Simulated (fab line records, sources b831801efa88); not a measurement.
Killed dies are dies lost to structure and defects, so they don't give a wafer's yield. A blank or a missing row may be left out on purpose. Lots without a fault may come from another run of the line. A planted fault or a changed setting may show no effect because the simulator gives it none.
Chamber matching | flow gf180mcu | GF_V1_CMP_04 on cmp-01: 4 sister chambers
The step polishes SiO2. 4 wafers are shown with their chamber, then 10 later ones without.

WAFERS WITH THEIR CHAMBER
wafer  | chamber | motor_current_A (A)
L493.3 | 1       | 12.9
L493.4 | 2       | 11.6
L494.1 | 0       | 11.7
L494.4 | 3       | 12.4

WAFERS WITHOUT THEIR CHAMBER
wafer  | motor_current_A (A)
L494.6 | 13.2
L495.1 | 11.9
L495.3 | 13.0
L495.6 | 12.9
L496.1 | 13.3
L496.3 | 12.4
L496.6 | 11.7
L497.2 | 12.4
L497.4 | 11.7
L497.5 | 11.5

WHICH CHAMBER EACH WENT THROUGH
wafer  | from the rows above          | in truth
L494.6 | 1                            | 1
L495.1 | can't be placed: 0 or 2 or 3 | 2
L495.3 | 1                            | 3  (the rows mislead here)
L495.6 | 1                            | 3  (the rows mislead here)
L496.1 | 1                            | 1
L496.3 | 3                            | 3
L496.6 | can't be placed: 0 or 2      | 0
L497.2 | 3                            | 3
L497.4 | can't be placed: 0 or 2      | 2
L497.5 | can't be placed: 2 or 0      | 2
Placed correctly: 4 of 10. Can't be placed from these rows: 4 (the true chamber is among the candidates in 4). Placed wrongly: 2.
How it was worked out, from the rows above alone: a wafer's distance from a chamber is the root of the sum, over the readings, of the square of ((its reading less the chamber's mean) divided by the reading's scatter). The wafer belongs to the nearest chamber; if the next one is less than 2 further off, it can't be placed. A chamber's mean is the mean of its shown wafers. The scatter: with one shown wafer a chamber, the root of the mean of the squares of how far each hidden wafer lies from its nearest shown one.
